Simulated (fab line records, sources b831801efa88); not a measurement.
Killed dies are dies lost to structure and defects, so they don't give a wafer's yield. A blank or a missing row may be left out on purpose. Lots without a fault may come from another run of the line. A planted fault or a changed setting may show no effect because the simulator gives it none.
Which tool did it? | flow gf180mcu | 15 lots, 45 wafers sampled, at 5 steps of a route of 602

WHAT THE GAUGES READ, wafer by wafer
GF_VT_IMPLANT_TW_MEAS_21.
lot  | measured     | on            | VT_IMPLANT_2_TW
L197 | day 6 17:57  | film_metro-01 | 1201 1203 1200
L198 | day 6 18:31  | film_metro-02 | 1215 1212 1223
L199 | day 7 00:25  | film_metro-02 | 1214 1207 1210
L200 | day 7 10:09  | film_metro-02 | 1220 1212 1211
L201 | day 7 13:50  | film_metro-02 | 1207 1212 1217
L202 | day 7 13:57  | film_metro-04 | 1235 1230 1233
L205 | day 8 11:14  | film_metro-01 | 1207 1208 1208
L206 | day 8 16:49  | film_metro-01 | 1203 1209 1212
L207 | day 8 21:15  | film_metro-01 | 1215 1202 1205
L211 | day 9 22:13  | film_metro-04 | 1236 1230 1239
L212 | day 10 04:50 | film_metro-04 | 1243 1239 1240
L216 | day 11 03:47 | film_metro-04 | 1231 1239 1233
L218 | day 11 18:16 | film_metro-01 | 1197 1193 1202
L219 | day 12 00:49 | film_metro-01 | 1200 1208 1196
L220 | day 12 07:00 | film_metro-04 | 1237 1230 1228

GF_POLY_GATE_THK_MEAS_01.
lot  | measured     | on            | POLY_GATE_CVD_00_THK (nm)
L197 | day 9 00:07  | film_metro-04 | 200.2 200.7 197.2
L198 | day 9 03:05  | film_metro-02 | 201.0 201.1 200.8
L199 | day 9 12:05  | film_metro-02 | 198.0 196.8 197.2
L200 | day 9 18:33  | film_metro-03 | 200.0 200.8 199.1
L201 | day 9 22:26  | film_metro-04 | 200.0 199.8 201.0
L202 | day 9 23:59  | film_metro-03 | 202.6 201.6 201.5
L205 | day 10 20:55 | film_metro-03 | 202.0 203.1 200.9
L206 | day 11 05:56 | film_metro-03 | 201.2 201.0 199.7
L207 | day 11 06:53 | film_metro-04 | 198.6 201.5 199.5
L211 | day 12 09:47 | film_metro-04 | 203.5 203.0 202.6
L212 | day 12 23:37 | film_metro-03 | 198.7 199.7 199.5
L216 | day 14 03:40 | film_metro-02 | 197.0 197.1 198.8
L218 | day 14 10:56 | film_metro-02 | 198.9 199.9 200.9
L219 | day 14 18:15 | film_metro-04 | 203.8 204.0 203.8
L220 | day 15 06:17 | film_metro-03 | 199.0 200.1 200.2

GF_HV_LDD_TW_MEAS_23.
lot  | measured     | on            | HV_LDD_2_TW
L197 | day 11 07:37 | film_metro-01 | 1037 1040 1041
L198 | day 11 08:52 | film_metro-01 | 1038 1044 1043
L199 | day 11 20:18 | film_metro-01 | 1049 1048 1042
L200 | day 12 06:49 | film_metro-03 | 1045 1037 1047
L201 | day 12 07:10 | film_metro-01 | 1046 1042 1042
L202 | day 12 08:58 | film_metro-03 | 1042 1039 1038
L205 | day 13 08:25 | film_metro-01 | 1041 1039 1040
L206 | day 13 17:26 | film_metro-02 | 1056 1058 1051
L207 | day 13 18:36 | film_metro-02 | 1313 1314 1315
L211 | day 15 02:42 | film_metro-01 | 1302 1307 1303
L212 | day 15 15:00 | film_metro-02 | 1308 1309 1315
L216 | day 17 01:17 | film_metro-02 | 1061 1054 1063
L218 | day 17 07:58 | film_metro-01 | 1050 1046 1045
L219 | day 17 15:04 | film_metro-03 | 1050 1053 1051
L220 | day 18 01:38 | film_metro-02 | 1052 1063 1056

GF_NSD_TW_MEAS_12.
lot  | measured     | on            | NSD_TW
L197 | day 13 23:01 | film_metro-02 | 4250 4264 4245
L198 | day 14 01:05 | film_metro-04 | 4324 4327 4314
L199 | day 14 10:50 | film_metro-02 | 4263 4211 4254
L200 | day 14 21:31 | film_metro-04 | 4310 4293 4296
L201 | day 14 22:20 | film_metro-02 | 4261 4239 4239
L202 | day 15 02:49 | film_metro-02 | 4226 4217 4239
L205 | day 16 03:44 | film_metro-02 | 4244 4264 4245
L206 | day 16 12:26 | film_metro-02 | 4298 4259 4280
L207 | day 16 13:47 | film_metro-04 | 4306 4300 4301
L211 | day 18 00:56 | film_metro-02 | 4251 4223 4249
L212 | day 18 14:19 | film_metro-02 | 4254 4243 4255
L216 | day 20 04:28 | film_metro-04 | 4274 4254 4264
L218 | day 20 11:58 | film_metro-02 | 4276 4257 4258
L219 | day 20 19:37 | film_metro-04 | 4299 4295 4284
L220 | day 21 06:25 | film_metro-04 | 4281 4297 4297

WHICH TOOL RAN EACH LOT (tool, then ch and the chambers of the sampled wafers, then the start)
lot  | GF_HV_LDD_IMPLANT_21
L197 | implanter-03 ch 0, day 11 07:23
L198 | implanter-04 ch 0, day 11 08:38
L199 | implanter-03 ch 0, day 11 20:04
L200 | implanter-04 ch 0, day 12 06:34
L201 | implanter-03 ch 0, day 12 06:55
L202 | implanter-04 ch 0, day 12 08:43
L205 | implanter-02 ch 0, day 13 08:11
L206 | implanter-04 ch 0, day 13 17:11
L207 | implanter-03 ch 0, day 13 18:02
L211 | implanter-03 ch 0, day 15 02:08
L212 | implanter-02 ch 0, day 15 14:26
L216 | implanter-02 ch 0, day 17 01:02
L218 | implanter-03 ch 0, day 17 07:43
L219 | implanter-03 ch 0, day 17 14:49
L220 | implanter-04 ch 0, day 18 01:25
- GF_HV_LDD_IMPLANT_21

WHAT THE TOOLS THEMSELVES READ (means of the sampled wafers that have a number; where no wafer has one, the mark that the record gives instead)
The record holds no such reading with a usual standard deviation.

THE ANSWER, worked out from the rows above alone
Rule: what is usual is taken from the lots themselves. Put in order of their means at a reading, lots are off if they are a third of the lots or fewer, leave a main group of 4 or more, and stand apart from it by a gap of 3 or more times the standard deviation of the main group's means; of several such gaps the widest counts. A main group whose means are all the same, to the digits that the tables above print for the reading, isn't used. A lot without any number at a reading at which 4 lots or more have one is off too. The other lots that the step has rows for count as sound. The gauges are gone through in route order, then the tools' own readings, and for those a lot's mean is taken as printed above. The first step at which some lot is off is used, and at that step the reading that is off furthest; a lot without a number counts as furthest.
Off: L207, L211, L212, at GF_HV_LDD_TW_MEAS_23 (HV_LDD_2_TW). The main group: mean 1047, standard deviation 6.8.
A tool fits if, at a process step before that reading, it ran every lot that is off, and no sound lot after the first of them. The gauges at GF_HV_LDD_TW_MEAS_23 are tried like those tools. None of those tried fits.

WHAT THE SIMULATOR HAD PUT IN
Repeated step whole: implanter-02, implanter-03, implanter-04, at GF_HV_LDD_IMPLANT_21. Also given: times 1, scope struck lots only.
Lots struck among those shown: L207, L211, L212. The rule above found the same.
